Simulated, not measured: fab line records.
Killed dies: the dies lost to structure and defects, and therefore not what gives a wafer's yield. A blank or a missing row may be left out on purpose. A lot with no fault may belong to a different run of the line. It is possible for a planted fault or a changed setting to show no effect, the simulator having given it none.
fab line records	flow sky130
record lots=6	wafers=18	lastDay=50
route steps=708 shown PWDE@54 NWELL@56 PAD_OPEN@708
lots with no fault: from the same line, run without faults
startH: hours from the record's first day to the start of the lot's first wafer shown	waitH: hours from the lot's prior step to this one	" unchanged from the row above	L1.1+2: a single row standing in for several wafers	- no value, or no start was given	* or withheld: withheld	< > ~ a bound
route shown NAME@n: NAME is a module with steps in the file, n the number in the route of the first one	usual: average and standard deviation across the fault-free wafers	same: alike in all rows	chamber/n: place in a boat	sites: the reading at each site	_std_site: the standard deviation of these	_edge_site: mean of outer sites minus mean of inner sites	radiusMm: how far each site lies from the wafer's centre	mask NAME#n: copy n	behind: the tool/chamber that last shaped the wafer	hold: why the lot was held/for how many hours/how that ended	device: which transistor (n, p or np) failed to switch	end of line: at the end of the route, the tests of the same wafers	a step without rows: its recipe alone	killed: at the first sort, the dies lost to defects and structure; wafer yield is something else	map: dies across one wafer; x = killed, . = not, _ = none there
set.NAME: setting as actually run; set.NAME@STEP: the setting as run at that earlier step	model.NAME: the simulator's own value behind a step, which no gauge read
certain route steps with their lots: each step a table, each wafer a row
services: when a tool's chamber went out of use (startH, in hours from the record's first day, below 0 if earlier), for how many hours, and the reason
## steps
# step SKY_PWDE_STRIP_09
# recipe chemistry=O2/N2	powerW=1400	pressureMtorr=1500	platenTempC=withheld	o2FlowSccm=3000	n2FlowSccm=300	overashFraction=0.5
# usual drypumpMotorCurrentA=5.91/0.16	oesProductAu=0.723/0.0043	stripTimeToEndpointS=37.16/0.11
lot.wafer	tool	chamber	startH	waitH	drypumpMotorCurrentA	oesProductAu	rfHoursCounterH	stripTimeToEndpointS
L650.4	plasmaAsher-03	1	86.08	0.1	5.92	0.730	-	37.03
L650.5	"	1	"	"	5.92	0.731	-	37.05
L650.6	"	0	"	"	6.13	0.727	-	37.17
L654.1	plasmaAsher-01	1	110.10	0.2	5.76	0.721	46	37.08
L654.3	"	0	"	"	5.73	0.721	-	37.13
L654.6	"	1	"	"	5.75	0.721	-	37.10
L655.1	plasmaAsher-01	0	114.25	0.1	5.73	0.724	47	37.26
L655.2	"	1	"	"	5.73	0.722	47	37.22
L655.5	"	0	"	"	5.70	0.726	-	37.15
L657.2	plasmaAsher-01	0	124.30	0.1	5.72	0.724	48	37.28
L657.3	"	0	"	"	5.72	0.720	-	37.25
L657.5	"	1	"	"	5.76	0.719	-	37.18
L669.2	plasmaAsher-01	1	193.10	0.1	5.77	0.723	56	37.12
L669.5	"	0	"	"	5.71	0.725	-	37.08
L669.6	"	1	"	"	5.72	0.725	-	36.97
L670.4	plasmaAsher-03	1	200.73	0.1	5.95	0.732	-	37.14
L670.5	"	0	"	"	6.14	0.719	-	37.12
L670.6	"	1	"	"	5.97	0.716	-	37.17
# step SKY_PWDE_TW_MEAS_10
# usual PWDE_TW=378/4.2
lot.wafer	tool	chamber	startH	waitH	PWDE_TW
L650.4	filmMetro-01	-	86.18	0.1	382
L650.5	"	-	"	"	380
L650.6	"	-	"	"	383
L654.1	filmMetro-03	-	110.20	0.1	373
L654.3	"	-	"	"	375
L654.6	"	-	"	"	372
L655.1	filmMetro-01	-	114.35	0.1	383
L655.2	"	-	"	"	379
L655.5	"	-	"	"	381
L657.2	filmMetro-02	-	124.41	0.1	377
L657.3	"	-	"	"	378
L657.5	"	-	"	"	375
L669.2	filmMetro-01	-	193.21	0.1	382
L669.5	"	-	"	"	383
L669.6	"	-	"	"	382
L670.4	filmMetro-02	-	200.83	0.1	374
L670.5	"	-	"	"	374
L670.6	"	-	"	"	376
# step SKY_NWELL_DEHYDRATE_03
# recipe tempC=200	timeS=60
# step SKY_NWELL_HMDS_04
# recipe primeTimeS=60	primeTempC=120
# step SKY_NWELL_COAT_05
# recipe spinRpm=2000	resistThkNm=3000
# step SKY_NWELL_SOFTBAKE_06
# recipe tempC=110	timeS=withheld
# step SKY_NWELL_EXPOSE_07
# recipe maskId=NWM	na=0.6	sourceShape=conventional	sigmaOuter=0.6	polarization=unpolarized	targetCdNm=840	doseMj=255
# step SKY_NWELL_PEB_08
# recipe tempC=115	timeS=withheld
# step SKY_NWELL_DEVELOP_09
# recipe wallAngleDeg=90	developer=TMAH	developTimeS=60	devTempC=23
# step SKY_NWELL_OVL_MEAS_10
# usual NWELL_00_OVL=0.2/1.8
lot.wafer	tool	chamber	startH	waitH	NWELL_00_OVL[nm]
L650.4	overlay-02	-	103.53	-	-1.3
L650.5	"	-	"	"	-1.7
L650.6	"	-	"	"	-1.4
L654.1	overlay-01	-	127.62	-	-0.3
L654.3	"	-	"	"	-1.2
L654.6	"	-	"	"	-1.0
L655.1	overlay-01	-	132.94	-	2.9
L655.2	"	-	"	"	1.8
L655.5	"	-	"	"	2.7
L657.2	overlay-02	-	143.74	-	-0.1
L657.3	"	-	"	"	0.7
L657.5	"	-	"	"	0.3
L669.2	overlay-02	-	214.29	-	-1.3
L669.5	"	-	"	"	-1.9
L669.6	"	-	"	"	-2.2
L670.4	overlay-02	-	222.93	-	-3.6
L670.5	"	-	"	"	-2.6
L670.6	"	-	"	"	-1.5
# step SKY_NWELL_IMPLANT_11
# recipe species=P	energyKev=400	doseCm2=1.9e+13	tiltDeg=withheld
# step SKY_NWELL_IMPLANT_12
# recipe species=P	energyKev=120	doseCm2=1.3e+12	tiltDeg=withheld
# step SKY_NWELL_IMPLANT_13
# recipe species=P	energyKev=50	doseCm2=7e+11	tiltDeg=withheld
# usual doseIonsCm2=6.999e+11/6.8e+08	faradayCurrentUA=3.95/0.072
lot.wafer	tool	chamber	startH	waitH	doseIonsCm2	faradayCurrentUA
L650.4	implanter-03	0	103.92	0.1	7e+11	3.92
L650.5	"	0	"	"	7.009e+11	3.91
L650.6	"	0	"	"	7.001e+11	4.02
L654.1	implanter-04	0	128.15	0.1	7.006e+11	4.01
L654.3	"	0	"	"	7.019e+11	3.88
L654.6	"	0	"	"	7.005e+11	4.00
L655.1	implanter-03	0	133.27	0.1	5.084e+11	2.88
L655.2	"	0	"	"	5.084e+11	2.85
L655.5	"	0	"	"	5.08e+11	2.82
L657.2	implanter-03	0	144.10	0.1	5.095e+11	2.89
L657.3	"	0	"	"	5.085e+11	2.86
L657.5	"	0	"	"	5.084e+11	2.82
L669.2	implanter-04	0	214.65	0.1	6.999e+11	4.01
L669.5	"	0	"	"	6.996e+11	3.94
L669.6	"	0	"	"	7.001e+11	4.01
L670.4	implanter-04	0	223.32	0.1	7.001e+11	3.97
L670.5	"	0	"	"	7.009e+11	4.02
L670.6	"	0	"	"	7.003e+11	3.91
# step SKY_NWELL_STRIP_14
# recipe chemistry=O2/N2	powerW=1400	pressureMtorr=1500	platenTempC=withheld	o2FlowSccm=3000	n2FlowSccm=300	overashFraction=0.5207
# usual drypumpMotorCurrentA=5.87/0.29	oesProductAu=0.716/0.0045	stripTimeToEndpointS=36.99/0.1
lot.wafer	tool	chamber	startH	waitH	drypumpMotorCurrentA	oesProductAu	rfHoursCounterH	stripTimeToEndpointS
L650.4	plasmaAsher-03	1	104.03	0.1	5.90	0.720	-	37.08
L650.5	"	0	"	"	6.15	0.711	-	37.05
L650.6	"	1	"	"	5.93	0.720	-	37.00
L654.1	plasmaAsher-02	1	128.30	0.1	5.53	0.723	43	36.96
L654.3	"	0	"	"	6.36	0.718	-	36.99
L654.6	"	1	"	"	5.53	0.714	-	37.06
L655.1	plasmaAsher-02	0	133.42	0.1	6.37	0.715	44	36.87
L655.2	"	1	"	"	5.53	0.713	44	36.99
L655.5	"	1	"	"	5.51	0.719	-	36.96
L657.2	plasmaAsher-01	1	144.22	0.1	5.74	0.721	51	37.23
L657.3	"	0	"	"	5.71	0.719	-	37.23
L657.5	"	0	"	"	5.75	0.718	-	37.11
L669.2	plasmaAsher-01	0	214.77	0.1	5.70	0.712	58	36.94
L669.5	"	0	"	"	5.72	0.713	-	36.75
L669.6	"	1	"	"	5.76	0.712	-	36.78
L670.4	plasmaAsher-01	0	223.43	0.1	5.72	0.714	-	37.02
L670.5	"	1	"	"	5.74	0.725	-	36.97
L670.6	"	0	"	"	5.69	0.710	-	37.09
# step SKY_NWELL_TW_MEAS_15
# usual NWELL_TW=1834/20
lot.wafer	tool	chamber	startH	waitH	NWELL_TW
L650.4	filmMetro-02	-	104.13	0.1	1834
L650.5	"	-	"	"	1833
L650.6	"	-	"	"	1833
L654.1	filmMetro-02	-	128.40	0.1	1823
L654.3	"	-	"	"	1836
L654.6	"	-	"	"	1829
L655.1	filmMetro-03	-	133.52	0.1	1794
L655.2	"	-	"	"	1792
L655.5	"	-	"	"	1797
L657.2	filmMetro-02	-	144.33	0.1	1824
L657.3	"	-	"	"	1826
L657.5	"	-	"	"	1828
L669.2	filmMetro-01	-	214.88	0.1	1854
L669.5	"	-	"	"	1863
L669.6	"	-	"	"	1866
L670.4	filmMetro-02	-	223.53	0.1	1834
L670.5	"	-	"	"	1840
L670.6	"	-	"	"	1827
# step SKY_NWELL_DEHYDRATE_16
# recipe tempC=200	timeS=60
# step SKY_NWELL_HMDS_17
# recipe primeTimeS=60	primeTempC=120
# step SKY_NWELL_COAT_18
# recipe spinRpm=2000	resistThkNm=3000
# step SKY_NWELL_SOFTBAKE_19
# recipe tempC=110	timeS=withheld
# step SKY_NWELL_EXPOSE_20
# recipe maskId=NWM_COMPLEMENT	na=0.6	sourceShape=conventional	sigmaOuter=0.6	polarization=unpolarized	targetCdNm=840	doseMj=260
# step SKY_NWELL_PEB_21
# recipe tempC=115	timeS=withheld
# step SKY_NWELL_DEVELOP_22
# recipe wallAngleDeg=90	developer=TMAH	developTimeS=60	devTempC=23
# step SKY_NWELL_OVL_MEAS_23
# usual NWELL_01_OVL=0.8/1.6
lot.wafer	tool	chamber	startH	waitH	NWELL_01_OVL[nm]
L650.4	overlay-01	-	121.58	-	3.8
L650.5	"	-	"	"	4.3
L650.6	"	-	"	"	3.0
L654.1	overlay-02	-	147.57	-	0.7
L654.3	"	-	"	"	-0.1
L654.6	"	-	"	"	1.7
L655.1	overlay-01	-	152.82	-	2.4
L655.2	"	-	"	"	1.0
L655.5	"	-	"	"	1.7
L657.2	overlay-02	-	162.57	-	-1.2
L657.3	"	-	"	"	-0.3
L657.5	"	-	"	"	-0.2
L669.2	overlay-02	-	238.17	-	0.6
L669.5	"	-	"	"	0.6
L669.6	"	-	"	"	1.0
L670.4	overlay-02	-	245.96	-	3.3
L670.5	"	-	"	"	2.8
L670.6	"	-	"	"	3.3
# step SKY_NWELL_IMPLANT_24
# recipe species=B	energyKev=140	doseCm2=9.2e+12	tiltDeg=withheld
# step SKY_NWELL_STRIP_25
# recipe chemistry=O2/N2	powerW=1400	pressureMtorr=1500	platenTempC=withheld	o2FlowSccm=3000	n2FlowSccm=300	overashFraction=0.5
# usual drypumpMotorCurrentA=5.89/0.27	oesProductAu=0.723/0.0045	stripTimeToEndpointS=36.98/0.098
lot.wafer	tool	chamber	startH	waitH	drypumpMotorCurrentA	oesProductAu	rfHoursCounterH	stripTimeToEndpointS
L650.4	plasmaAsher-01	0	121.79	0.1	5.70	0.722	-	37.09
L650.5	"	1	"	"	5.76	0.726	-	37.24
L650.6	"	0	"	"	5.67	0.718	-	37.17
L654.1	plasmaAsher-01	1	147.75	0.1	5.75	0.728	51	37.11
L654.3	"	1	"	"	5.73	0.721	-	36.97
L654.6	"	1	"	"	5.75	0.726	-	37.04
L655.1	plasmaAsher-01	0	153.00	0.1	5.71	0.717	52	36.99
L655.2	"	1	"	"	5.73	0.722	52	36.96
L655.5	"	1	"	"	5.74	0.722	-	37.01
L657.2	plasmaAsher-02	1	162.75	0.1	5.54	0.721	47	37.02
L657.3	"	0	"	"	6.36	0.716	-	37.03
L657.5	"	1	"	"	5.52	0.725	-	36.85
L669.2	plasmaAsher-01	1	238.50	0.2	5.75	0.728	60	37.03
L669.5	"	1	"	"	5.74	0.725	-	37.06
L669.6	"	0	"	"	5.73	0.726	-	37.07
L670.4	plasmaAsher-03	0	246.16	0.1	6.14	0.717	-	36.92
L670.5	"	0	"	"	6.15	0.724	-	37.12
L670.6	"	1	"	"	5.94	0.724	-	36.90
# step SKY_NWELL_TW_MEAS_26
# usual NWELL_2_TW=500/5.5
lot.wafer	tool	chamber	startH	waitH	NWELL_2_TW
L650.4	filmMetro-02	-	121.88	0.1	499
L650.5	"	-	"	"	496
L650.6	"	-	"	"	497
L654.1	filmMetro-01	-	147.85	0.1	507
L654.3	"	-	"	"	510
L654.6	"	-	"	"	507
L655.1	filmMetro-02	-	153.10	0.1	500
L655.2	"	-	"	"	498
L655.5	"	-	"	"	500
L657.2	filmMetro-03	-	162.86	0.1	497
L657.3	"	-	"	"	498
L657.5	"	-	"	"	498
L669.2	filmMetro-03	-	238.61	0.1	494
L669.5	"	-	"	"	495
L669.6	"	-	"	"	495
L670.4	filmMetro-02	-	246.25	0.1	500
L670.5	"	-	"	"	496
L670.6	"	-	"	"	496
# step SKY_NWELL_CLEAN_27
# recipe chemistry=SC1/SC2	mix=1:4:20	tempC=70	timeS=150	dry=n2Spin
# step SKY_NWELL_RTA_28
# recipe tempC=1050	timeS=30	idleTempC=650	rampUpCPerS=150	rampDownCPerS=90	ambient=N2
# usual annealTempCMax=1055.1/1	lampPowerPct=25.31/0.054	wafer_temp_C_max=1054.9/1
lot.wafer	tool	chamber	startH	waitH	annealTempCMax	lampPowerPct	wafer_temp_C_max
L650.4	rtpAnneal-02	0	122.02	0.1	1055.8	25.36	1054.8
L650.5	"	0	"	"	1055.6	25.34	1054.6
L650.6	"	0	"	"	1054.4	25.30	1054.8
L654.1	rtpAnneal-01	0	147.96	0.0	1059.0	25.35	1056.1
L654.3	"	0	"	"	1055.4	25.42	1053.6
L654.6	"	0	"	"	1054.8	25.21	1054.5
L655.1	rtpAnneal-02	0	153.21	0.0	1054.1	25.34	1055.7
L655.2	"	0	"	"	1053.4	25.32	1054.6
L655.5	"	0	"	"	1053.1	25.31	1056.4
L657.2	rtpAnneal-02	0	162.97	0.0	1054.9	25.34	1054.8
L657.3	"	0	"	"	1055.0	25.41	1054.7
L657.5	"	0	"	"	1055.6	25.33	1055.3
L669.2	rtpAnneal-02	0	238.72	0.0	1055.3	25.28	1054.1
L669.5	"	0	"	"	1053.4	25.23	1056.8
L669.6	"	0	"	"	1054.7	25.22	1055.2
L670.4	rtpAnneal-01	0	246.38	0.1	1054.6	25.42	1054.5
L670.5	"	0	"	"	1055.8	25.22	1053.6
L670.6	"	0	"	"	1055.1	25.32	1054.5
# step SKY_NWELL_RS_MEAS_29
# recipe thkMeasGauge=four-point-probe
# usual NWELL_RS=624.9/1.8
lot.wafer	tool	chamber	startH	waitH	NWELL_RS[ohm/sq]
L650.4	filmMetro-03	-	122.13	0.1	624.6
L650.5	"	-	"	"	625.5
L650.6	"	-	"	"	626.2
L654.1	filmMetro-01	-	148.06	0.1	624.1
L654.3	"	-	"	"	624.7
L654.6	"	-	"	"	621.9
L655.1	filmMetro-01	-	153.31	0.1	636.3
L655.2	"	-	"	"	633.5
L655.5	"	-	"	"	632.5
L657.2	filmMetro-01	-	163.08	0.1	631.6
L657.3	"	-	"	"	632.1
L657.5	"	-	"	"	633.5
L669.2	filmMetro-01	-	238.83	0.1	624.1
L669.5	"	-	"	"	623.4
L669.6	"	-	"	"	626.1
L670.4	filmMetro-03	-	246.49	0.1	625.1
L670.5	"	-	"	"	624.4
L670.6	"	-	"	"	624.7
# step SKY_PAD_OPEN_PROBE_99
# usual killed_at_M0_to_M3=43/7.6	killed_at_M4_up=2.8/1.9	killedAtContacts=24/4.7	killedAtFrontEnd=16/4.4	killedAtOther=0.2/0.4	killedDies=86/9.9	killedOpen=47/8.2	killedShort=39/6.3
# same grossDies=492	killedAtBackSide=0
lot.wafer	tool	chamber	startH	waitH	killed_at_M0_to_M3	killed_at_M4_up	killedAtContacts	killedAtFrontEnd	killedAtOther	killedDies	killedOpen	killedShort	model.etest.pfetG5v0d10v5.rOnOhmUm	model.etest.pfetG5v0d10v5.driveUaUm	model.etest.pfet_01v8_lvt.driveUaUm	model.etest.pfetG5v0d10v5.offLog10AUm	model.etest.pfet_01v8_lvt.offLog10AUm	model.etest.pfetG5v0d10v5.vtSatV	model.etest.pfet_16v.vtV	model.etest.pfetG5v0d10v5.vtV
L650.4	prober-01	-	1095.28	0.2	44	2	22	12	1	81	45	36	4875	328.7	175.8	-12.26	-9.064	-0.6168	-1.107	-0.8282
L650.5	prober-01	-	1095.33	0.2	69	1	25	10	0	105	62	43	4933	326.4	174.4	-12.59	-9.146	-0.6364	-1.117	-0.8395
L650.6	prober-01	-	1095.38	0.2	38	1	27	12	0	78	42	36	4842	328.9	172.9	-12.44	-9.108	-0.6117	-1.115	-0.8209
L654.1	prober-01	-	1118.35	0.1	61	5	30	14	0	110	63	47	4820	333.5	172	-12.77	-9.042	-0.6614	-1.125	-0.8555
L654.3	prober-01	-	1118.45	0.2	57	1	18	18	0	94	58	36	4911	324.7	171.3	-12.95	-9.218	-0.6688	-1.13	-0.8616
L654.6	prober-01	-	1118.60	0.2	43	5	20	16	0	84	42	42	4912	324.3	170.2	-12.72	-9.122	-0.648	-1.13	-0.8433
L655.1	prober-01	-	1125.23	0.1	37	1	21	13	0	72	38	34	4746	343.9	184.1	-11.14	-7.596	-0.4973	-0.9866	-0.7298
L655.2	prober-01	-	1125.28	0.1	44	1	23	9	0	77	44	33	4731	344.9	182.2	-11.1	-7.505	-0.5131	-0.9944	-0.7414
L655.5	prober-01	-	1125.43	0.2	47	3	17	21	0	88	46	42	4801	338.3	185.4	-11.28	-7.563	-0.5024	-0.9955	-0.7403
L657.2	prober-01	-	1137.23	0.1	46	1	23	29	1	100	56	44	4756	336.9	182.4	-11.29	-8.183	-0.5317	-0.9955	-0.7675
L657.3	prober-01	-	1137.28	0.2	38	3	26	11	1	79	43	36	4786	336.1	182	-11.13	-8.348	-0.4973	-0.9974	-0.7284
L657.5	prober-01	-	1137.38	0.2	34	7	25	11	1	78	54	24	4769	336.3	181.5	-11.01	-8.385	-0.4925	-1.005	-0.7322
L669.2	prober-01	-	1189.39	0.1	44	1	29	8	0	82	45	37	4880	327.2	173.2	-12.56	-8.895	-0.6349	-1.128	-0.8366
L669.5	prober-01	-	1189.54	0.2	34	2	34	15	0	85	54	31	4910	328	174.2	-12.7	-9.096	-0.6311	-1.121	-0.8264
L669.6	prober-01	-	1189.59	0.2	62	4	24	14	0	104	49	55	4980	321.7	171.5	-12.85	-9.146	-0.6553	-1.131	-0.8451
L670.4	prober-02	-	1197.18	0.2	44	2	32	17	1	96	47	49	4968	322.3	170.6	-12.93	-9.133	-0.6703	-1.149	-0.8617
L670.5	prober-02	-	1197.23	0.2	50	1	29	13	0	93	48	45	5023	319.2	169.7	-13.16	-9.042	-0.6814	-1.141	-0.8752
L670.6	prober-02	-	1197.28	0.2	43	1	17	20	0	81	48	33	4944	320	171.9	-13.02	-9.025	-0.6848	-1.14	-0.8798
# killed by level:class
L650.4 VIA1:geometricParticle:open=11 METAL2:geometricParticle:short=8 LI_CONTACT:geometricParticle:open=7 CONTACT:geometricParticle:open=6 VIA2:geometricParticle:open=6 VIA3:geometricParticle:open=5 CONTACT:geometricParticle:short=5 VIA1:geometricParticle:short=5
L650.5 VIA1:geometricParticle:open=17 VIA3:geometricParticle:open=13 METAL2:geometricParticle:short=11 VIA1:geometricParticle:short=8 CONTACT:geometricParticle:open=7 VIA2:geometricParticle:open=7 LI_CONTACT:geometricParticle:open=6 LOCAL_INTERCONNECT:geometricParticle:short=5
L650.6 VIA1:geometricParticle:open=11 VIA2:geometricParticle:open=8 LI_CONTACT:geometricParticle:open=7 CONTACT:geometricParticle:open=7 LI_CONTACT:geometricParticle:short=5 FIELD_ISO:geometricParticle:short=4 POLY_GATE:geometricParticle:open=4 LOCAL_INTERCONNECT:geometricParticle:short=4
L654.1 CONTACT:geometricParticle:open=13 VIA1:geometricParticle:open=13 VIA3:geometricParticle:open=13 VIA1:geometricParticle:short=8 LI_CONTACT:geometricParticle:open=7 VIA2:geometricParticle:open=6 METAL2:geometricParticle:short=5 CONTACT:geometricParticle:short=5
L654.3 VIA1:geometricParticle:open=14 CONTACT:geometricParticle:open=8 METAL1:geometricParticle:short=7 VIA2:geometricParticle:open=7 METAL2:geometricParticle:short=6 POLY_GATE:geometricParticle:open=6 VIA3:geometricParticle:open=6 FIELD_ISO:geometricParticle:open=5
L654.6 VIA1:geometricParticle:open=9 VIA2:geometricParticle:open=9 VIA3:geometricParticle:open=5 POLY_GATE:geometricParticle:open=5 LOCAL_INTERCONNECT:geometricParticle:short=5 METAL1:geometricParticle:short=5 METAL4:geometricParticle:short=5 FIELD_ISO:geometricParticle:short=4
L655.1 CONTACT:geometricParticle:open=9 METAL2:geometricParticle:short=8 VIA2:geometricParticle:open=7 VIA1:geometricParticle:open=5 FIELD_ISO:geometricParticle:open=4 FIELD_ISO:geometricParticle:short=4 LOCAL_INTERCONNECT:geometricParticle:short=4 CONTACT:geometricParticle:short=4
L655.2 VIA3:geometricParticle:open=11 VIA1:geometricParticle:open=9 CONTACT:geometricParticle:open=8 LI_CONTACT:geometricParticle:open=7 METAL1:geometricParticle:short=7 CONTACT:geometricParticle:short=5 VIA1:geometricParticle:short=4 METAL3:geometricParticle:short=4
L655.5 VIA1:geometricParticle:open=10 VIA2:geometricParticle:open=9 METAL2:geometricParticle:short=8 CONTACT:geometricParticle:short=6 CONTACT:geometricParticle:open=6 FIELD_ISO:geometricParticle:open=5 VIA1:geometricParticle:short=4 SPACER:geometricParticle:open=4
L657.2 VIA1:geometricParticle:open=12 CONTACT:geometricParticle:open=9 FIELD_ISO:geometricParticle:short=8 VIA2:geometricParticle:open=8 POLY_GATE:geometricParticle:open=6 POLY_GATE:geometricParticle:short=6 LOCAL_INTERCONNECT:geometricParticle:short=5 LI_CONTACT:geometricParticle:open=5
L657.3 CONTACT:geometricParticle:open=10 LI_CONTACT:geometricParticle:open=8 VIA1:geometricParticle:open=7 METAL1:geometricParticle:short=6 VIA1:geometricParticle:short=5 VIA2:geometricParticle:open=4 VIA3:geometricParticle:short=4 LOCAL_INTERCONNECT:geometricParticle:short=3
L657.5 LI_CONTACT:geometricParticle:open=10 VIA1:geometricParticle:open=10 VIA2:geometricParticle:open=8 CONTACT:geometricParticle:open=8 VIA3:geometricParticle:open=7 VIA1:geometricParticle:short=5 FIELD_ISO:geometricParticle:open=4 CONTACT:geometricParticle:short=4
L669.2 CONTACT:geometricParticle:open=14 VIA1:geometricParticle:open=11 METAL2:geometricParticle:short=11 CONTACT:geometricParticle:short=5 VIA3:geometricParticle:open=5 LI_CONTACT:geometricParticle:open=4 LOCAL_INTERCONNECT:geometricParticle:short=4 METAL1:geometricParticle:short=4
L669.5 CONTACT:geometricParticle:open=11 VIA1:geometricParticle:open=11 LI_CONTACT:geometricParticle:open=8 FIELD_ISO:geometricParticle:open=7 CONTACT:geometricParticle:short=7 VIA3:geometricParticle:open=6 LOCAL_INTERCONNECT:geometricParticle:short=5 VIA2:geometricParticle:open=4
L669.6 VIA3:geometricParticle:open=11 METAL2:geometricParticle:short=11 VIA1:geometricParticle:open=10 CONTACT:geometricParticle:open=8 CONTACT:geometricParticle:short=6 METAL1:geometricParticle:short=6 VIA3:geometricParticle:short=5 VIA1:geometricParticle:short=5
L670.4 CONTACT:geometricParticle:open=9 METAL1:geometricParticle:short=9 LI_CONTACT:geometricParticle:open=8 VIA1:geometricParticle:open=8 CONTACT:geometricParticle:short=7 FIELD_ISO:geometricParticle:open=5 VIA3:geometricParticle:short=5 VIA3:geometricParticle:open=5
L670.5 CONTACT:geometricParticle:open=11 VIA1:geometricParticle:open=10 METAL2:geometricParticle:short=9 CONTACT:geometricParticle:short=8 VIA3:geometricParticle:open=7 LOCAL_INTERCONNECT:geometricParticle:short=5 VIA1:geometricParticle:short=5 FIELD_ISO:geometricParticle:open=4
L670.6 VIA2:geometricParticle:open=9 VIA3:geometricParticle:open=8 VIA1:geometricParticle:open=7 FIELD_ISO:geometricParticle:short=6 CONTACT:geometricParticle:open=6 METAL2:geometricParticle:short=5 POLY_GATE:geometricParticle:short=4 LI_CONTACT:geometricParticle:open=4
## services
tool	chamber	startH	hours	kind
implanter-04	-	74.06	9.9	pm
implanter-03	-	87.42	0.6	repair
implanter-03	-	87.50	1.4	repair
implanter-04	-	94.28	2.3	repair
plasmaAsher-03	-	108.75	9.0	pm
plasmaAsher-03	0	108.75	9.0	ventCycle
plasmaAsher-03	1	108.75	9.0	ventCycle
plasmaAsher-03	0	117.75	-	clean
plasmaAsher-03	1	117.75	-	clean
implanter-03	-	126.62	0.6	repair
plasmaAsher-03	-	129.83	25.0	pm
plasmaAsher-02	-	141.49	2.5	repair
implanter-03	-	162.80	5.8	repair
implanter-04	-	186.39	2.4	repair
## key
firstSign step=SKY_NWELL_IMPLANT_13	reading=doseIonsCm2	direction=down	sigmas=99+	usual=*	struck=*
effect step=SKY_NWELL_IMPLANT_13	reading=faradayCurrentUA	direction=down	sigmas=15	usual=3.95	struck=2.85
effect step=SKY_NWELL_RS_MEAS_29	reading=NWELL_RS	direction=up	sigmas=4.7	usual=624.9	struck=633.2
modelEffect step=SKY_PAD_OPEN_PROBE_99	value=etest.pfetG5v0d10v5.rOnOhmUm	without=4883	struck=4765
metAt SKY_NWELL_IMPLANT_13
struckWafers L655.1,L655.2,L655.5,L657.2,L657.3,L657.5
testerLeftOut L655,L657
onsetBetween 103.92 133.27
fault kind=processParameterDrift	tool=implanter-03	chamber=-	onsetH=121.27	steps=SKY_NWELL_IMPLANT_13	channel=doseCm2	offset=*	shape=step	endH=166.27	actsIn=*	stated=*
# testerLeftOut: of these lots the tester's yield and bins aren't shown, on N5 and GAA mostly nor the transistor test; their killed dies are dies lost to structure and defects alone, not to doping, threshold or leakage, so they don't give the yield
